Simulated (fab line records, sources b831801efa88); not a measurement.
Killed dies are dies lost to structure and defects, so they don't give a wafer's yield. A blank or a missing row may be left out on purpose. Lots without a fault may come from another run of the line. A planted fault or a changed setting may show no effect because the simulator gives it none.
One fault seen from 2 desks | flow gf180mcu | each desk has only its own numbers; what lay behind them comes last

THE METROLOGY DESK
What the gauges read, lot by lot, whatever tool the lot ran on: means of the sampled wafers that have a number. A lot is out of limits, marked OUT, if its mean lies more than 4 standard deviations from the usual mean; the brackets give that distance.
Columns: A = STI_OXIDATION_THK at GF_STI_THK_MEAS_02, usual 9.67 nm; B = DNWELL_TW at GF_DNWELL_TW_MEAS_09, usual 1350
lot  | first seen here | A    | B
L302 | day 1 11:32     | 9.66 | 1345
L303 | day 1 17:10     | 9.45 | 1365
L305 | day 2 02:58     | 9.85 | 1344
L306 | day 2 08:06     | 9.56 | 1355
L307 | day 2 12:32     | 9.59 | 1347
L309 | day 2 23:05     | 9.44 | 1346
L311 | day 3 08:31     | 9.76 | 1337
L312 | day 3 13:31     | 9.77 | 1341
L313 | day 3 18:32     | 9.65 | 1355
L314 | day 3 23:31     | 9.45 | 1351
L318 | day 4 20:07     | 9.63 | 31 (-99 or more) OUT
L319 | day 5 01:18     | 9.71 | 31 (-99 or more) OUT
L324 | day 6 01:31     | 9.82 | 1373
L325 | day 6 06:55     | 9.68 | 1368
This desk's finding: out of limits on L318, L319; first on L318, day 6 07:58 (DNWELL_TW at GF_DNWELL_TW_MEAS_09). In limits: L302, L303, L305, L306, L307, L309, L311, L312, L313, L314, L324, L325.

THE TOOL OWNER'S DESK: iline_stepper-02
The tool's own readings at GF_DNWELL_EXPOSE_04 (exposes mask DNWELL, target cd 1700 nm): means of the sampled wafers that have a number, for each lot that ran on this tool. A lot is out of limits, marked OUT, if its mean lies more than 4 standard deviations from the usual mean; the brackets give that distance.
Columns: A = exposure_dose_mJ_cm2 at GF_DNWELL_EXPOSE_04, usual 259.95; B = focus_offset_nm at GF_DNWELL_EXPOSE_04, usual 0.0 nm
lot  | first seen here | A      | B
L307 | day 3 14:17     | 259.96 | -0.3
L309 | day 4 03:13     | 260.00 | -0.2
L311 | day 4 11:16     | 259.68 | -0.8
L312 | day 4 17:20     | 260.30 | -0.5
L314 | day 5 04:10     | 259.80 | -0.0
L324 | day 7 07:59     | 259.63 | 0.4
L325 | day 7 13:21     | 260.07 | -0.1
This desk's finding: nothing out of limits on any of the 7 lots.

PUT TOGETHER
The metrology desk could have raised an alarm at day 6 07:58, on L318, L319.
The tool owner's desk saw nothing out of limits.
The tool owner's desk has no number on record for L318, L319.
Of the lots named, all ran GF_DNWELL_EXPOSE_04 on iline_stepper-02.

WHAT THE SIMULATOR HAD PUT IN
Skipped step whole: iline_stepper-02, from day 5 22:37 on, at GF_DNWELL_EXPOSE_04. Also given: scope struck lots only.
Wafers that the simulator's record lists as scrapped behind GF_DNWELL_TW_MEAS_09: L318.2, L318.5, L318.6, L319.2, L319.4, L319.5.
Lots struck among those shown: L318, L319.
Hours from the fault's start to each desk's first reading out of limits: the metrology desk, 9.
